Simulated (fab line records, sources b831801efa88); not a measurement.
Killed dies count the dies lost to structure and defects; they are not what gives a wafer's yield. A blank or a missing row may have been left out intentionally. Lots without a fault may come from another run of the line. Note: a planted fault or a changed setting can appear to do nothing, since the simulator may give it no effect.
Which of the tools did it? ; flow sky130 ; route of 708 steps, sampled at 1 step: 10 lots, 30 wafers

## WHAT EACH GAUGE READ, for each wafer
SKY_METAL2_RS_MEAS_05: measurement is done with a four-point probe.
lot;measured;on;METAL2_ALCU_RS (ohm/sq)
L278;day 34 12:22;film_metro-02;0.1270 0.1243 0.1267
L281;day 35 08:59;film_metro-03;0.1282 0.1246 0.1273
L284;day 36 19:40;film_metro-04;0.1277 0.1253 0.1268
L286;day 37 03:41;film_metro-04;0.1269 0.1253 0.1275
L287;day 37 08:36;film_metro-02;0.1281 0.1263 0.1267
L289;day 38 01:19;film_metro-03;0.1254 0.1263 0.1266
L290;day 38 10:15;film_metro-02;0.1273 0.1277 0.1284
L291;day 38 14:24;film_metro-02;0.1304 0.1304 0.1299
L292;day 39 05:32;film_metro-04;0.1255 0.1248 0.1264
L295;day 39 16:43;film_metro-02;0.1249 0.1262 0.1247

## WHAT TOOL EACH LOT RAN ON (gives the tool, then ch and the chambers of the sampled wafers, and finally the start)
The record shows no process step preceding these readings.

## THE ANSWER, worked out from the rows above alone
Rule: the usual values come from the lots themselves. The widest of any qualifying gaps counts: lots, ordered by their means at a reading, are off when they make up no more than a third of the lots, leave a main group of 4 or more, and stand apart from it by 3 or more times the standard deviation of that group's means. If all means in a main group match to the digits the tables above print for the reading, that group is not used. Also off: a lot with no number at a reading for which 4 or more lots have one. Any other lot the step has rows for is counted as sound.
Off: L291, at SKY_METAL2_RS_MEAS_05 (METAL2_ALCU_RS). Mean 0.1264 ohm/sq and standard deviation 0.00073 in the main group.
A tool fits if, at a process step before that reading, it ran every lot that is off, and no sound lot after the first of them. Those tools and the gauges at SKY_METAL2_RS_MEAS_05 are tried in the same way. Not one of the candidates tried fits.

## WHAT THE SIMULATOR PUT IN
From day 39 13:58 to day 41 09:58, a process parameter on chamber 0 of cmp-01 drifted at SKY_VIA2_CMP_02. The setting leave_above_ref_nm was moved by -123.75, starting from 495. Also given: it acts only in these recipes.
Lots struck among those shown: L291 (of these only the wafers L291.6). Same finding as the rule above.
